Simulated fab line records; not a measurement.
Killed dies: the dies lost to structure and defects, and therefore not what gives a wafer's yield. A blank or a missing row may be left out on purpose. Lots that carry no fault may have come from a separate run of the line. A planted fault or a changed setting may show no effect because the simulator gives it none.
Struck lot and sound lot, side by side | flow sky130 | 20 steps out of a route of 708
Sound: these wafers, L930.1, L930.2, L930.4. Wafers struck: L935.1, L935.3, L935.6. At the end, the cause is stated.
Order at every step that has rows: each side's tool, ch and its chambers, its first start. Under that, the readings that differ: sound wafers | struck wafers | difference of the means | sigmas: that difference in standard deviations of wafers without a fault.
alike: same words and numbers on both sides, and readings whose means sit less than 2 such deviations apart. not compared: any withheld reading, any reading some wafer has no value for, any bound like >300 that may hide the same value, and any number with overlapping values for which the record gives no deviation.
The two part at a step that has a row with sigmas, a row that says differs or no value, or rows on one side only. When numbers do not overlap yet have no deviation, they are printed without sigmas and do not part them. A reading missing from all wafers of one side parts the sides only when that side holds two or more wafers.

SKY_LDD_HVP_OVL_MEAS_07:
  sound: overlay-02 at day 22 22:22; struck: overlay-02 at day 24 14:46
  alike: LDD_HVP_OVL
after that, 1 step had no rows for these wafers: SKY_LDD_HVP_IMPLANT_08.
SKY_LDD_HVP_STRIP_09: strips in O2/N2.
  sound on plasma-asher-03 ch 0,1, day 22 22:33; struck on plasma-asher-01 ch 0, day 24 14:57
  alike: drypump-motor-current-A, oes-product-au, strip-time-to-endpoint-s
  not compared: rf-hours-counter-h
SKY_LDD_HVP_TW_MEAS_10:
  sound: film-metro-03 at day 22 22:39; struck: film-metro-03 at day 24 15:03
  alike: LDD_HVP_TW
then, 7 steps without rows for these wafers: SKY_LDD_LDN_DEHYDRATE_00 (time 60 s); SKY_LDD_LDN_HMDS_01 (prime time 60 s); SKY_LDD_LDN_COAT_02 (resist thk 1140 nm); SKY_LDD_LDN_SOFTBAKE_03 (time 60 s); SKY_LDD_LDN_EXPOSE_04 (exposes mask LDNTM, target cd 700 nm); SKY_LDD_LDN_PEB_05; SKY_LDD_LDN_DEVELOP_06 (develop time 60 s).
SKY_LDD_LDN_OVL_MEAS_07:
  sound: overlay-01 at day 24 04:50; struck: overlay-02 at day 25 21:04
  alike: LDD_LDN_OVL
SKY_LDD_LDN_IMPLANT_08:
  sound on implanter-03 ch 0, day 24 04:53; struck on implanter-01 ch 0, day 25 21:05
  reading                   | sound             | struck            | difference | sigmas
  implant-ion-amu           | 75 75 75          | 49 49 49          | -26        |
  model.implant.drp-nm (nm) | 5.933 5.933 5.933 | 7.963 7.963 7.963 | +2.030     |
  model.implant.rp-nm (nm)  | 13.06 13.06 13.06 | 13.45 13.45 13.45 | +0.39      |
then, 3 steps without rows for these wafers: SKY_LDD_LDN_IMPLANT_09; SKY_LDD_LDN_IMPLANT_10; SKY_LDD_LDN_IMPLANT_11.
SKY_LDD_LDN_STRIP_12: strips in O2/N2.
  sound on plasma-asher-03 ch 0,1, day 24 05:29; struck on plasma-asher-04 ch 0, day 25 21:41
  reading                     | sound          | struck         | difference | sigmas
  drypump-motor-current-A (A) | 5.84 5.21 5.18 | 6.02 6.01 6.02 | +0.61      | +2
  alike: oes-product-au, strip-time-to-endpoint-s
  not compared: rf-hours-counter-h
SKY_LDD_LDN_TW_MEAS_13:
  sound: film-metro-02 at day 24 05:35; struck: film-metro-04 at day 25 21:47
  reading    | sound          | struck         | difference | sigmas
  LDD_LDN_TW | 1488 1500 1507 | 1382 1384 1387 | -114       | -6
then, 1 step without rows for these wafers: SKY_LDD_LDN_CLEAN_14 (cleans in SC1/SC2, time 150 s).
-- the record jumps here: 22 days lie between the struck wafers' starts before and after (it left off in module LDD_LDN and takes up again in module PAD_OPEN, whose first step shown is number 708 of the route) --
SKY_PAD_OPEN_PROBE_99:
  sound: prober-02 at day 47 08:52; struck: prober-01 at day 48 08:34
  reading                                 | sound                 | struck                  | difference | sigmas
  model.etest.tip-sonos.rs-ohm-sq         | 2644 2626 2621        | 9016 8436 9039          | +6200      |
  model.etest.sonos-uncharged.r-on-ohm-um | 824.5 801.1 807.5     | 975.5 937.9 964.6       | +148.3     |
  model.etest.tip-sonos.rs-ohm-sq-range   | 53.44 41.18 43.85     | 116.7 91.9 146.4        | +72.2      |
  model.etest.sonos-erased.vt-v (V)       | -2.063 -2.053 -1.945  | -1.755 -1.778 -1.804    | +0.241     |
  model.etest.sonos-uncharged.vt-v (V)    | -0.3948 -0.458 -0.484 | -0.1321 -0.1622 -0.1371 | +0.3018    |
  model.etest.sonos-baked.vt-v (V)        | 0.8139 0.7378 0.7693  | 1.101 1.15 1.15         | +0.360     |
  alike: killed_at_M0_to_M3, killed_at_M4_up, killed-at-contacts, killed-at-front-end, killed-at-other, killed-dies, killed-open, killed-short
  not compared: model.etest.sonos-erased.drive-ua-um, model.etest.tip-sonos.rs-ohm-sq-rim-less-centre

== WHERE THEY PART ==
Earliest at SKY_LDD_LDN_STRIP_12; latest, in this record, at SKY_LDD_LDN_TW_MEAS_13. Later steps at which nothing parts them and some readings are alike: SKY_PAD_OPEN_PROBE_99.

WHY: the cause the simulator had injected
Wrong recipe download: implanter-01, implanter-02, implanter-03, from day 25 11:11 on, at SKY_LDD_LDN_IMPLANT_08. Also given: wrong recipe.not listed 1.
